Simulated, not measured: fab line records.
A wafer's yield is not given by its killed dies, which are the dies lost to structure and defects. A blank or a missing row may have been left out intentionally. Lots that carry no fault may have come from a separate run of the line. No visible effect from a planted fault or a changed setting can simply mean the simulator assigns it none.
Matching of chambers :: flow gf180mcu :: cmp-02 running GF_V2_CMP_26: 4 sister chambers
The step polishes, stops on SiO2, t overpolish 15 s, target thk 0 nm. 4 wafers are shown with their chamber, then 12 later ones without.

## WAFERS WITH THEIR CHAMBER
wafer: L083.4
chamber: 0
motorCurrentA (A): 9.7

wafer: L086.6
chamber: 2
motorCurrentA (A): 10.7

wafer: L087.4
chamber: 1
motorCurrentA (A): 9.7

wafer: L087.5
chamber: 3
motorCurrentA (A): 10.9

## WAFERS MISSING THEIR CHAMBER
wafer: L089.2
motorCurrentA (A): 11.3

wafer: L089.3
motorCurrentA (A): 9.8

wafer: L089.4
motorCurrentA (A): 11.0

wafer: L092.1
motorCurrentA (A): 10.3

wafer: L092.2
motorCurrentA (A): 10.8

wafer: L092.5
motorCurrentA (A): 9.9

wafer: L096.1
motorCurrentA (A): 10.1

wafer: L096.2
motorCurrentA (A): 11.4

wafer: L096.4
motorCurrentA (A): 11.0

wafer: L097.2
motorCurrentA (A): 10.0

wafer: L097.5
motorCurrentA (A): 10.8

wafer: L097.6
motorCurrentA (A): 10.1

## EACH ONE'S CHAMBER
wafer: L089.2
from the rows above: can't be placed: 3 or 2
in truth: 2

wafer: L089.3
from the rows above: can't be placed: 0 or 1
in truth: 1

wafer: L089.4
from the rows above: can't be placed: 3 or 2
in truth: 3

wafer: L092.1
from the rows above: can't be placed: 2 or 3 or 0 or 1
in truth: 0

wafer: L092.2
from the rows above: can't be placed: 3 or 2
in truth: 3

wafer: L092.5
from the rows above: can't be placed: 0 or 1
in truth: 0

wafer: L096.1
from the rows above: can't be placed: 0 or 1 or 2 or 3
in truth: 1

wafer: L096.2
from the rows above: can't be placed: 3 or 2
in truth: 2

wafer: L096.4
from the rows above: can't be placed: 3 or 2
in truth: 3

wafer: L097.2
from the rows above: can't be placed: 0 or 1 or 2
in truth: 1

wafer: L097.5
from the rows above: can't be placed: 3 or 2
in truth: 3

wafer: L097.6
from the rows above: can't be placed: 0 or 1 or 2 or 3
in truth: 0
Placed correctly: 0 of 12. Cannot be placed on the basis of these rows: 12; the candidates contain the true chamber in 12. Placed wrongly: 0.
How it was worked out, from the rows above alone: a wafer's distance from a chamber is the root of the sum, over the readings, of the square of ((its reading less the chamber's mean) divided by the reading's scatter). The wafer belongs to the nearest chamber; if the next one is less than 2 further off, it can't be placed. Each chamber's mean is taken over the wafers shown for it. The scatter (one wafer shown for each chamber): square how far every hidden wafer sits from the nearest shown wafer, average those squares and take the square root.
